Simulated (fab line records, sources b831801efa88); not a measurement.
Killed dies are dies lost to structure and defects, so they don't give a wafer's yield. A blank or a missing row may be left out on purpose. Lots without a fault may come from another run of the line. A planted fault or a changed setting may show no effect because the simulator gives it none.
fab line records | flow sky130
record lots=12 wafers=36 last_day=49
route steps=708 shown POLY_GATE@236 LDD_HVP@288 SPACER@304 SD_P@331 PAD_OPEN@708
lots that met no fault: from a run of the same line without faults
start_h: hours from the record's first day to the start of the lot's first wafer shown | wait_h: hours since the lot's step before | " the same as in the row above | L1.1+2: a row that stands for several wafers | - no value, or no start given | * or withheld: withheld | < > ~ a bound
route shown NAME@n: a module of which the file shows steps, and the number in the route of the first | usual: mean/standard deviation of fault-free wafers | same: alike in all rows | chamber/n: place in a boat | sites: the reading at each site | _std_site: their standard deviation | _edge_site: outer sites' mean less inner sites' | radius_mm: how far each site lies from the wafer's centre | mask NAME#n: copy n | behind: the tool/chamber that last shaped the wafer | hold: why the lot was held/for how many hours/how that ended | device: the transistor (n, p or np) that didn't switch | end of line: the same wafers' tests at the end of the route | a step without rows: its recipe alone | killed: dies lost to structure and defects at the first sort, not the wafer's yield | map: a wafer's dies, x killed, . not, _ none there
set.NAME: the setting as run; set.NAME@STEP: as run at that earlier step | model.NAME: the simulator's own value behind a step, which no gauge read
steps of the route over a sample of lots; a table a step, a row a wafer
services: from which hour (start_h, from the record's first day; less than 0 if before it) a tool's chamber was out of use, for how many hours, and why
## steps
# step SKY_POLY_GATE_CD_MEAS_22
# usual cd_nm=150.1/2.3
# columns lot.wafer tool chamber start_h wait_h cd_nm
L602.1 cd_sem-02 - 374.88 0.1 148.1
L602.5 " - " " 149.6
L602.6 " - " " 147.8
L603.3 cd_sem-01 - 381.57 0.1 154.3
L603.4 " - " " 152.0
L603.5 " - " " 151.9
L604.2 cd_sem-01 - 390.36 0.1 144.4
L604.5 " - " " 147.1
L604.6 " - " " 148.9
L605.1 cd_sem-02 - 396.80 0.1 149.9
L605.2 " - " " 148.8
L605.4 " - " " 151.3
L606.1 cd_sem-01 - 408.17 0.1 149.2
L606.2 " - " " 152.1
L606.4 " - " " 154.9
L611.1 cd_sem-02 - 461.01 0.1 148.9
L611.4 " - " " 149.9
L611.6 " - " " 149.1
L614.2 cd_sem-01 - 477.68 0.1 153.2
L614.4 " - " " 151.1
L614.5 " - " " 154.1
L615.1 cd_sem-01 - 483.25 0.1 149.1
L615.3 " - " " 150.7
L615.4 " - " " 146.2
L617.3 cd_sem-02 - 515.07 0.1 147.5
L617.5 " - " " 147.0
L617.6 " - " " 150.4
L618.3 cd_sem-01 - 515.55 0.1 148.3
L618.5 " - " " 151.7
L618.6 " - " " 147.0
L619.1 cd_sem-01 - 527.32 0.1 149.5
L619.3 " - " " 144.4
L619.6 " - " " 150.5
L620.3 cd_sem-01 - 535.12 0.1 153.7
L620.5 " - " " 154.3
L620.6 " - " " 154.2
# step SKY_LDD_HVP_TW_MEAS_10
# usual LDD_HVP_TW=460/7.2
# columns lot.wafer tool chamber start_h wait_h LDD_HVP_TW
L602.1 film_metro-04 - 498.55 0.1 451
L602.5 " - " " 453
L602.6 " - " " 452
L603.3 film_metro-04 - 504.90 0.1 453
L603.4 " - " " 451
L603.5 " - " " 455
L604.2 film_metro-04 - 513.56 0.1 453
L604.5 " - " " 454
L604.6 " - " " 453
L605.1 film_metro-03 - 522.33 0.1 468
L605.2 " - " " 466
L605.4 " - " " 462
L606.1 film_metro-04 - 534.30 0.1 456
L606.2 " - " " 454
L606.4 " - " " 454
L611.1 film_metro-03 - 583.43 0.1 467
L611.4 " - " " 469
L611.6 " - " " 469
L614.2 film_metro-04 - 599.34 0.1 451
L614.4 " - " " 452
L614.5 " - " " 452
L615.1 film_metro-04 - 604.93 0.1 454
L615.3 " - " " 454
L615.4 " - " " 456
L617.3 film_metro-04 - 635.71 0.1 451
L617.5 " - " " 451
L617.6 " - " " 452
L618.3 film_metro-03 - 636.42 0.1 470
L618.5 " - " " 471
L618.6 " - " " 468
L619.1 film_metro-03 - 645.73 0.1 469
L619.3 " - " " 473
L619.6 " - " " 469
L620.3 film_metro-04 - 655.32 0.1 452
L620.5 " - " " 451
L620.6 " - " " 451
# step SKY_SPACER_CVD_00
# recipe material=Si3N4 precursor=DCS/NH3 target_thk_nm=43.1 temp_c=770 time_s=740 pressure_mtorr=250
# usual spike_tc_bottom_C=790.5/2.1
# columns lot.wafer tool chamber start_h wait_h spike_tc_bottom_C
L602.1 lpcvd-02 1 531.01 1.5 790.9
L602.5 " 1 " " 792.7
L602.6 " 1 " " 790.2
L603.3 lpcvd-02 0 536.31 0.0 789.1
L603.4 " 0 " " 787.3
L603.5 " 0 " " 788.9
L604.2 lpcvd-02 1 544.46 0.0 793.0
L604.5 " 1 " " 792.9
L604.6 " 1 " " 791.5
L605.1 lpcvd-02 0 553.38 0.0 789.2
L605.2 " 0 " " 787.1
L605.4 " 0 " " 787.5
L606.1 lpcvd-02 0 566.17 0.5 787.1
L606.2 " 0 " " 788.5
L606.4 " 0 " " 788.1
L611.1 lpcvd-02 0 615.38 2.1 788.4
L611.4 " 0 " " 787.4
L611.6 " 0 " " 788.4
L614.2 lpcvd-02 1 629.30 0.0 793.2
L614.4 " 1 " " 793.8
L614.5 " 1 " " 792.5
L615.1 lpcvd-02 1 634.53 0.0 791.5
L615.3 " 1 " " 792.0
L615.4 " 1 " " 793.8
L617.3 lpcvd-02 0 664.86 0.1 789.0
L617.5 " 0 " " 790.2
L617.6 " 0 " " 786.5
L618.3 lpcvd-02 0 666.07 0.4 788.6
L618.5 " 0 " " 787.8
L618.6 " 0 " " 789.2
L619.1 lpcvd-02 1 674.08 0.0 792.8
L619.3 " 1 " " 793.3
L619.6 " 1 " " 790.7
L620.3 lpcvd-02 1 684.59 0.9 791.2
L620.5 " 1 " " 792.1
L620.6 " 1 " " 792.5
# step SKY_SPACER_THK_MEAS_01
# recipe reads=Si3N4_of_SPACER_CVD_00
# usual SPACER_CVD_00_THK=42.9/0.43
# columns lot.wafer tool chamber start_h wait_h SPACER_CVD_00_THK[nm]
L602.1 film_metro-02 - 532.22 0.0 42.6
L602.5 " - " " 42.2
L602.6 " - " " 42.1
L603.3 film_metro-03 - 537.53 0.0 42.5
L603.4 " - " " 42.2
L603.5 " - " " 42.4
L604.2 film_metro-01 - 545.67 0.0 42.5
L604.5 " - " " 42.8
L604.6 " - " " 42.6
L605.1 film_metro-02 - 554.58 0.0 42.7
L605.2 " - " " 42.2
L605.4 " - " " 42.5
L606.1 film_metro-03 - 567.38 0.0 43.5
L606.2 " - " " 43.1
L606.4 " - " " 43.5
L611.1 film_metro-01 - 617.19 0.0 43.9
L611.4 " - " " 43.5
L611.6 " - " " 43.8
L614.2 film_metro-03 - 630.51 0.0 43.0
L614.4 " - " " 43.0
L614.5 " - " " 42.9
L615.1 film_metro-02 - 635.73 0.0 43.4
L615.3 " - " " 43.3
L615.4 " - " " 43.5
L617.3 film_metro-03 - 666.09 0.0 36.1
L617.5 " - " " 36.1
L617.6 " - " " 36.6
L618.3 film_metro-03 - 667.29 0.0 35.6
L618.5 " - " " 35.8
L618.6 " - " " 35.6
L619.1 film_metro-03 - 675.28 0.0 36.6
L619.3 " - " " 36.5
L619.6 " - " " 36.7
L620.3 film_metro-03 - 685.82 0.0 36.3
L620.5 " - " " 36.5
L620.6 " - " " 36.2
# step SKY_SPACER_ETCHBACK_02
# recipe chemistry=CH3F/O2 target=Si3N4 stop_on=SiO2 source_w=400 bias_w=80 pressure_mtorr=25 ch3f_flow_sccm=40 O2_flow_sccm=30 time_s=46.7 target_depth_a=450
# usual drypump_motor_current_A=5.6/0.57 oes_product_au=0.853/0.0067 throttle_valve_pct=10.561/0.0086
# columns lot.wafer tool chamber start_h wait_h drypump_motor_current_A oes_product_au rf_hours_counter_h throttle_valve_pct
L602.1 rie_diel-03 0 532.28 0.1 5.9 0.842 18 10.576
L602.5 " 2 " " 4.6 0.848 - 10.544
L602.6 " 0 " " 5.9 0.838 - 10.560
L603.3 rie_diel-03 0 537.57 0.0 5.9 0.853 18 10.572
L603.4 " 2 " " 4.6 0.844 - 10.551
L603.5 " 3 " " 5.8 0.849 - 10.562
L604.2 rie_diel-03 0 545.72 0.0 5.9 0.853 18 10.553
L604.5 " 2 " " 4.6 0.850 - 10.568
L604.6 " 3 " " 5.8 0.849 - 10.559
L605.1 rie_diel-03 2 554.64 0.1 4.6 0.852 10 10.564
L605.2 " 0 " " 5.9 0.841 18 10.565
L605.4 " 2 " " 4.6 0.844 - 10.556
L606.1 rie_diel-04 0 567.44 0.1 5.7 0.860 9 10.556
L606.2 " 3 " " 5.7 0.853 6 10.565
L606.4 " 2 " " 5.7 0.862 3 10.562
L611.1 rie_diel-04 1 617.25 0.1 6.5 0.863 0 10.559
L611.4 " 3 " " 5.7 0.858 6 10.559
L611.6 " 2 " " 5.7 0.862 - 10.566
L614.2 rie_diel-03 3 630.56 0.0 5.8 0.854 16 10.552
L614.4 " 0 " " 5.9 0.852 20 10.570
L614.5 " 0 " " 5.9 0.846 - 10.570
L615.1 rie_diel-03 3 635.79 0.1 5.8 0.858 16 10.573
L615.3 " 1 " " 5.6 0.861 18 10.556
L615.4 " 3 " " 5.8 0.856 - 10.562
L617.3 rie_diel-04 0 666.13 0.0 5.7 0.779 11 10.560
L617.5 " 2 " " 5.8 0.789 - 10.551
L617.6 " 1 " " 6.5 0.786 - 10.567
L618.3 rie_diel-04 2 667.33 0.0 5.7 0.771 5 10.550
L618.5 " 0 " " 5.6 0.776 - 10.538
L618.6 " 1 " " 6.5 0.771 - 10.550
L619.1 rie_diel-03 3 675.34 0.1 5.8 0.786 16 10.546
L619.3 " 2 " " 4.6 0.788 14 10.556
L619.6 " 2 " " 4.6 0.783 - 10.553
L620.3 rie_diel-02 3 685.86 0.0 6.5 0.774 4 10.543
L620.5 " 3 " " 6.5 0.780 - 10.541
L620.6 " 0 " " 5.0 0.773 - 10.551
# step SKY_SD_P_TW_MEAS_11
# usual SD_P_TW=2802/17
# columns lot.wafer tool chamber start_h wait_h SD_P_TW
L602.1 film_metro-02 - 591.71 0.1 2816
L602.5 " - " " 2837
L602.6 " - " " 2819
L603.3 film_metro-02 - 597.67 0.1 2827
L603.4 " - " " 2829
L603.5 " - " " 2812
L604.2 film_metro-01 - 605.57 0.1 2795
L604.5 " - " " 2773
L604.6 " - " " 2780
L605.1 film_metro-01 - 614.61 0.1 2775
L605.2 " - " " 2769
L605.4 " - " " 2766
L606.1 film_metro-04 - 626.61 0.1 2795
L606.2 " - " " 2799
L606.4 " - " " 2789
L611.1 film_metro-02 - 674.49 0.1 2812
L611.4 " - " " 2809
L611.6 " - " " 2816
L614.2 film_metro-04 - 688.18 0.1 2784
L614.4 " - " " 2798
L614.5 " - " " 2797
L615.1 film_metro-04 - 692.66 0.1 2803
L615.3 " - " " 2812
L615.4 " - " " 2807
L617.3 film_metro-01 - 723.74 0.1 2795
L617.5 " - " " 2798
L617.6 " - " " 2796
L618.3 film_metro-01 - 724.44 0.1 2802
L618.5 " - " " 2808
L618.6 " - " " 2809
L619.1 film_metro-04 - 732.24 0.1 2773
L619.3 " - " " 2783
L619.6 " - " " 2780
L620.3 film_metro-02 - 740.71 0.1 2827
L620.5 " - " " 2825
L620.6 " - " " 2833
# step SKY_PAD_OPEN_PROBE_99
# usual killed_at_M0_to_M3=44/7.4 killed_at_M4_up=3.2/1.8 killed_at_contacts=25/5.2 killed_at_front_end=15/4.5 killed_at_other=0.2/0.43 killed_dies=87/9.6 killed_open=48/7.6 killed_short=40/5.7
# same gross_dies=492 killed_at_back_side=0
# columns lot.wafer tool chamber start_h wait_h killed_at_M0_to_M3 killed_at_M4_up killed_at_contacts killed_at_front_end killed_at_other killed_dies killed_open killed_short
L602.1 prober-01 - 1077.23 0.1 49 2 24 7 1 83 47 36
L602.5 prober-01 - 1077.43 0.2 45 1 26 10 0 82 43 39
L602.6 prober-01 - 1077.48 0.2 45 3 21 18 0 87 39 48
L603.3 prober-02 - 1082.61 0.2 33 3 26 21 1 84 51 33
L603.4 prober-02 - 1082.66 0.2 36 3 16 12 0 67 35 32
L603.5 prober-02 - 1082.71 0.2 49 3 19 11 0 82 50 32
L614.2 prober-01 - 1146.76 0.1 48 2 14 17 0 81 40 41
L614.4 prober-01 - 1146.86 0.2 52 2 26 11 0 91 53 38
L614.5 prober-01 - 1146.91 0.2 49 0 19 12 0 80 50 30
L615.1 prober-02 - 1149.52 0.1 49 5 18 18 0 90 46 44
L615.3 prober-02 - 1149.62 0.2 53 2 32 16 1 104 54 50
L615.4 prober-02 - 1149.67 0.2 43 3 30 22 0 98 47 51
L617.3 prober-02 - 1169.38 0.2 36 3 25 20 0 84 51 33
L617.5 prober-02 - 1169.48 0.2 39 0 22 23 0 84 48 36
L617.6 prober-02 - 1169.53 0.2 40 2 34 25 0 101 57 44
L619.1 prober-02 - 1173.73 0.1 48 2 28 9 2 89 47 42
L619.3 prober-02 - 1173.83 0.2 36 5 22 9 0 72 34 38
L619.6 prober-02 - 1173.98 0.2 42 1 26 13 1 83 55 28
# killed by level:class
L602.1 VIA1:geometric_particle:open=11 CONTACT:geometric_particle:open=9 VIA3:geometric_particle:open=8 CONTACT:geometric_particle:short=7 METAL1:geometric_particle:short=7 VIA2:geometric_particle:open=6 VIA3:geometric_particle:short=6 LI_CONTACT:geometric_particle:open=5
L602.5 CONTACT:geometric_particle:open=9 VIA3:geometric_particle:open=9 CONTACT:geometric_particle:short=7 VIA1:geometric_particle:open=7 VIA2:geometric_particle:open=7 LOCAL_INTERCONNECT:geometric_particle:short=5 METAL1:geometric_particle:short=5 METAL2:geometric_particle:short=5
L602.6 VIA1:geometric_particle:short=11 VIA1:geometric_particle:open=9 VIA3:geometric_particle:open=8 POLY_GATE:geometric_particle:short=6 LI_CONTACT:geometric_particle:open=5 LOCAL_INTERCONNECT:geometric_particle:short=5 METAL1:geometric_particle:short=5 CONTACT:geometric_particle:short=5
L603.3 VIA1:geometric_particle:open=10 CONTACT:geometric_particle:open=9 FIELD_ISO:geometric_particle:open=7 LI_CONTACT:geometric_particle:open=7 VIA2:geometric_particle:open=5 FIELD_ISO:geometric_particle:short=4 LI_CONTACT:geometric_particle:short=4 LOCAL_INTERCONNECT:geometric_particle:short=4
L603.4 VIA1:geometric_particle:open=9 CONTACT:geometric_particle:open=8 METAL1:geometric_particle:short=6 FIELD_ISO:geometric_particle:short=5 LI_CONTACT:geometric_particle:open=5 VIA1:geometric_particle:short=5 VIA2:geometric_particle:short=4 FIELD_ISO:geometric_particle:open=3
L603.5 CONTACT:geometric_particle:open=8 VIA3:geometric_particle:open=8 VIA2:geometric_particle:short=7 VIA1:geometric_particle:open=7 VIA2:geometric_particle:open=7 LI_CONTACT:geometric_particle:open=5 FIELD_ISO:geometric_particle:open=4 METAL2:geometric_particle:short=4
L614.2 METAL2:geometric_particle:short=11 VIA1:geometric_particle:open=10 FIELD_ISO:geometric_particle:short=7 LI_CONTACT:geometric_particle:open=7 VIA2:geometric_particle:open=7 POLY_GATE:geometric_particle:short=4 METAL1:geometric_particle:short=4 VIA1:geometric_particle:short=4
L614.4 VIA1:geometric_particle:open=18 LI_CONTACT:geometric_particle:open=10 CONTACT:geometric_particle:open=7 VIA2:geometric_particle:open=6 VIA3:geometric_particle:open=6 CONTACT:geometric_particle:short=6 METAL2:geometric_particle:short=5 VIA3:geometric_particle:short=4
L614.5 VIA1:geometric_particle:open=17 LI_CONTACT:geometric_particle:open=7 CONTACT:geometric_particle:open=7 METAL2:geometric_particle:short=7 VIA3:geometric_particle:open=7 VIA2:geometric_particle:open=6 METAL1:geometric_particle:short=4 POLY_GATE:geometric_particle:short=4
L615.1 VIA1:geometric_particle:open=14 FIELD_ISO:geometric_particle:short=9 VIA3:geometric_particle:open=8 FIELD_ISO:geometric_particle:open=7 CONTACT:geometric_particle:open=7 METAL2:geometric_particle:short=6 METAL1:geometric_particle:short=5 CONTACT:geometric_particle:short=4
L615.3 CONTACT:geometric_particle:open=11 METAL1:geometric_particle:short=11 LI_CONTACT:geometric_particle:open=10 VIA3:geometric_particle:open=8 METAL2:geometric_particle:short=7 VIA1:geometric_particle:open=7 LOCAL_INTERCONNECT:geometric_particle:short=6 VIA1:geometric_particle:short=6
L615.4 VIA1:geometric_particle:open=9 CONTACT:geometric_particle:short=8 CONTACT:geometric_particle:open=8 METAL1:geometric_particle:short=7 FIELD_ISO:geometric_particle:open=6 POLY_GATE:geometric_particle:short=6 LI_CONTACT:geometric_particle:open=6 METAL2:geometric_particle:short=6
L617.3 CONTACT:geometric_particle:open=10 VIA2:geometric_particle:open=10 VIA3:geometric_particle:open=9 VIA1:geometric_particle:open=7 LI_CONTACT:geometric_particle:open=6 POLY_GATE:geometric_particle:short=5 LOCAL_INTERCONNECT:geometric_particle:short=5 POLY_GATE:geometric_particle:open=4
L617.5 VIA1:geometric_particle:open=9 CONTACT:geometric_particle:open=9 VIA2:geometric_particle:open=8 METAL1:geometric_particle:short=7 FIELD_ISO:geometric_particle:short=6 FIELD_ISO:geometric_particle:open=6 VIA3:geometric_particle:open=6 LI_CONTACT:geometric_particle:short=4
L617.6 LI_CONTACT:geometric_particle:open=11 VIA1:geometric_particle:open=11 CONTACT:geometric_particle:open=10 CONTACT:geometric_particle:short=8 POLY_GATE:geometric_particle:short=6 FIELD_ISO:geometric_particle:short=5 POLY_GATE:geometric_particle:open=5 METAL2:geometric_particle:short=5
L619.1 CONTACT:geometric_particle:open=12 VIA2:geometric_particle:open=10 VIA1:geometric_particle:open=9 LI_CONTACT:geometric_particle:open=5 METAL2:geometric_particle:short=5 VIA2:geometric_particle:short=5 METAL1:geometric_particle:short=4 METAL3:geometric_particle:short=4
L619.3 VIA1:geometric_particle:open=10 LOCAL_INTERCONNECT:geometric_particle:short=7 CONTACT:geometric_particle:open=7 METAL2:geometric_particle:short=7 VIA2:geometric_particle:open=6 VIA1:geometric_particle:short=5 METAL4:geometric_particle:short=4 CONTACT:geometric_particle:short=3
L619.6 LI_CONTACT:geometric_particle:open=9 CONTACT:geometric_particle:open=9 VIA1:geometric_particle:open=8 VIA2:geometric_particle:open=6 VIA3:geometric_particle:open=6 METAL1:geometric_particle:short=5 METAL2:geometric_particle:open=5 METAL2:geometric_particle:short=4
## services
# columns tool chamber start_h hours kind
rie_diel-03 1 514.22 47.6 repair
rie_diel-04 - 520.75 0.4 repair
rie_diel-03 2 523.45 2.3 repair
rie_diel-02 0 585.36 3.8 repair
rie_diel-04 1 592.78 - clean
rie_diel-04 1 592.78 20.3 scheduled_down
rie_diel-04 1 592.78 20.3 vent_cycle
rie_diel-03 3 594.02 6.8 repair
rie_diel-03 2 608.93 3.3 repair
lpcvd-02 - 611.54 0.9 repair
rie_diel-04 - 618.67 15.6 pm
rie_diel-03 0 634.86 5.1 repair
rie_diel-04 0 636.45 7.8 repair
rie_diel-03 3 643.73 24.0 repair
rie_diel-03 2 650.29 4.8 repair
rie_diel-02 1 661.48 6.4 repair
## key
first_sign step=SKY_SPACER_THK_MEAS_01 reading=SPACER_CVD_00_THK direction=down sigmas=16 usual=42.9 struck=36.2
effect step=SKY_SPACER_ETCHBACK_02 reading=oes_product_au direction=down sigmas=11 usual=0.853 struck=0.780
met_at SKY_SPACER_CVD_00
struck_lots L617,L618,L619,L620
tester_left_out L617,L618,L619,L620
not_acting_at SKY_POLY_GATE_CD_MEAS_22,SKY_LDD_HVP_TW_MEAS_10,SKY_SD_P_TW_MEAS_11
onset_between 634.53 664.86
also_fits time
fault kind=site_profile_drift tool=lpcvd-02 chamber=- onset_h=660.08 steps=SKY_SPACER_CVD_00 basis=fraction max_abs_drift=0.34596 slope_share_per_hr=76.88 site_pattern=0,0,0,0,0,-1,-1,-1,-1
# tester_left_out: of these lots the tester's yield and bins aren't shown, on N5 and GAA mostly nor the transistor test; their killed dies are dies lost to structure and defects alone, not to doping, threshold or leakage, so they don't give the yield
